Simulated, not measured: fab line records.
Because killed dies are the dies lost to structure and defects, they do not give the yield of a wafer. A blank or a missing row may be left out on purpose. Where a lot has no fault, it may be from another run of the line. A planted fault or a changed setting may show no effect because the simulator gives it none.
Split-lot trial / flow sky130 / 5 lots, 23 wafers read, on a route of 708 steps

== THE SPLIT ==
At SKY_VIA2_HDPCVD_00 (deposits SiO2, target thk 1180 nm, time 196.7 s), the setting time_s was moved away from the recipe's 196.7 s on 6 of the 23 wafers read, by -8.3% to +12.3%. For the rest of the wafers, this setting stayed at what the recipe calls for.

Split to reading: the file shows no intervening step.

== THE READING ==
VIA2_HDPCVD_THK at SKY_VIA2_THK_MEAS_01, in nm. On this fab line, fault-free wafers typically give 1176 nm with a standard deviation of 15 nm.

wafer=L077.1; tool, chamber at the split=hdpcvd-01, 1; time_s as run, s=196.7; against the recipe=recipe; VIA2_HDPCVD_THK, nm=1199; against lot-mates on the recipe=-
wafer=L077.2; tool, chamber at the split=hdpcvd-01, 2; time_s as run, s=220.8; against the recipe=+12.3%; VIA2_HDPCVD_THK, nm=1315; against lot-mates on the recipe=+135
wafer=L077.3; tool, chamber at the split=hdpcvd-01, 0; time_s as run, s=220.8; against the recipe=+12.3%; VIA2_HDPCVD_THK, nm=1324; against lot-mates on the recipe=+144
wafer=L077.4; tool, chamber at the split=hdpcvd-01, 2; time_s as run, s=196.7; against the recipe=recipe; VIA2_HDPCVD_THK, nm=1161; against lot-mates on the recipe=-
wafer=L077.5; tool, chamber at the split=hdpcvd-01, 0; time_s as run, s=220.8; against the recipe=+12.3%; VIA2_HDPCVD_THK, nm=1328; against lot-mates on the recipe=+148
wafer=L079.1; tool, chamber at the split=hdpcvd-02, 0; time_s as run, s=196.7; against the recipe=recipe; VIA2_HDPCVD_THK, nm=1187; against lot-mates on the recipe=-
wafer=L079.2; tool, chamber at the split=hdpcvd-02, 1; time_s as run, s=196.7; against the recipe=recipe; VIA2_HDPCVD_THK, nm=1174; against lot-mates on the recipe=-
wafer=L079.3; tool, chamber at the split=hdpcvd-02, 2; time_s as run, s=196.7; against the recipe=recipe; VIA2_HDPCVD_THK, nm=1152; against lot-mates on the recipe=-
wafer=L079.4; tool, chamber at the split=hdpcvd-02, 0; time_s as run, s=196.7; against the recipe=recipe; VIA2_HDPCVD_THK, nm=1194; against lot-mates on the recipe=-
wafer=L079.5; tool, chamber at the split=hdpcvd-02, 1; time_s as run, s=196.7; against the recipe=recipe; VIA2_HDPCVD_THK, nm=1167; against lot-mates on the recipe=-
wafer=L080.2; tool, chamber at the split=hdpcvd-01, 0; time_s as run, s=196.7; against the recipe=recipe; VIA2_HDPCVD_THK, nm=1186; against lot-mates on the recipe=-
wafer=L080.3; tool, chamber at the split=hdpcvd-01, 2,0; time_s as run, s=196.7; against the recipe=recipe; VIA2_HDPCVD_THK, nm=1177; against lot-mates on the recipe=-
wafer=L080.4; tool, chamber at the split=hdpcvd-01, 1; time_s as run, s=196.7; against the recipe=recipe; VIA2_HDPCVD_THK, nm=1197; against lot-mates on the recipe=-
wafer=L080.5; tool, chamber at the split=hdpcvd-01, 2,0; time_s as run, s=196.7; against the recipe=recipe; VIA2_HDPCVD_THK, nm=1177; against lot-mates on the recipe=-
wafer=L080.6; tool, chamber at the split=hdpcvd-01, 2; time_s as run, s=196.7; against the recipe=recipe; VIA2_HDPCVD_THK, nm=1160; against lot-mates on the recipe=-
wafer=L083.1; tool, chamber at the split=hdpcvd-02, 2; time_s as run, s=196.7; against the recipe=recipe; VIA2_HDPCVD_THK, nm=1175; against lot-mates on the recipe=-
wafer=L083.3; tool, chamber at the split=hdpcvd-02, 0; time_s as run, s=180.4; against the recipe=-8.3%; VIA2_HDPCVD_THK, nm=1100; against lot-mates on the recipe=-66
wafer=L083.4; tool, chamber at the split=hdpcvd-02, 0; time_s as run, s=180.4; against the recipe=-8.3%; VIA2_HDPCVD_THK, nm=1092; against lot-mates on the recipe=-74
wafer=L083.5; tool, chamber at the split=hdpcvd-02, 1; time_s as run, s=180.4; against the recipe=-8.3%; VIA2_HDPCVD_THK, nm=1076; against lot-mates on the recipe=-90
wafer=L083.6; tool, chamber at the split=hdpcvd-02, 2; time_s as run, s=196.7; against the recipe=recipe; VIA2_HDPCVD_THK, nm=1157; against lot-mates on the recipe=-
wafer=L085.1; tool, chamber at the split=hdpcvd-02, 2; time_s as run, s=196.7; against the recipe=recipe; VIA2_HDPCVD_THK, nm=1171; against lot-mates on the recipe=-
wafer=L085.2; tool, chamber at the split=hdpcvd-02, 0; time_s as run, s=196.7; against the recipe=recipe; VIA2_HDPCVD_THK, nm=1192; against lot-mates on the recipe=-
wafer=L085.4; tool, chamber at the split=hdpcvd-02, 2; time_s as run, s=196.7; against the recipe=recipe; VIA2_HDPCVD_THK, nm=1159; against lot-mates on the recipe=-
Where a row lists several chambers, the file gives one row for several wafers and doesn't say which wafer went through which chamber.

FIT RESULTS
A straight line over all 23 wafers: VIA2_HDPCVD_THK changes by +11.4 nm for each +1% of time_s; r = +0.98; the points scatter about the line by 14 nm.
The same after taking each lot's own level away (the mean of its wafers on the recipe; 23 wafers): +10.8 nm for each +1%; r = +0.97; scatter 14 nm.
The reading moves by 1.3e+02 nm for the largest change in time_s, on that fit.
The span of the lots' own levels, 1166.0 to 1180.0 nm, comes to 0.9 times the standard deviation stated above.
Consequently the slope shifts little with the lot-to-lot level, the two slopes agreeing.
Check: for one of the wafers moved furthest among these (+12.3%), held out of the fit, the line's prediction against its lot-mates is +136 nm. Against them it came out at +135 nm.

== THE OTHER SPLITS THESE WAFERS WENT THROUGH ==
Other splits were also applied to these wafers ahead of the reading. Each is held against what the fit with the lots' levels taken away leaves over:
other split on the same wafers=SKY_VIA1_HDPCVD_00 time_s; wafers away from the commonest value=5; r with VIA2_HDPCVD_THK (lot level and that fit taken away)=+0.15
other split on the same wafers=SKY_VIA1_COAT_07 spin_rpm; wafers away from the commonest value=6; r with VIA2_HDPCVD_THK (lot level and that fit taken away)=-0.16
other split on the same wafers=SKY_VIA1_DEVELOP_11 develop_time_s; wafers away from the commonest value=8; r with VIA2_HDPCVD_THK (lot level and that fit taken away)=+0.40
other split on the same wafers=SKY_VIA1_SPUTTER_20 chamber_pressure_pa; wafers away from the commonest value=15; r with VIA2_HDPCVD_THK (lot level and that fit taken away)=-0.07
other split on the same wafers=SKY_METAL2_SPUTTER_02 power_w; wafers away from the commonest value=6; r with VIA2_HDPCVD_THK (lot level and that fit taken away)=+0.11

== THE WHOLE CHAIN: every reading that the file lists as answering this split, in the file's order ==
step=SKY_VIA2_HDPCVD_00; what it does=deposits SiO2, target thk 1180 nm, time 196.7 s; reading=SiO2_of_VIA2_HDPCVD_00.thk_nm (the simulator's own value, which no gauge read); change (the file's fit)=+10.9 nm for each +1% of the setting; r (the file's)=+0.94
step=SKY_VIA2_THK_MEAS_01; what it does=; reading=VIA2_HDPCVD_THK; change (the file's fit)=+10.9 for each +1% of the setting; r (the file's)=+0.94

== FILE'S OWN FIT ==
VIA2_HDPCVD_THK changes by +10.9 nm for each +1% of time_s, r = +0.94.
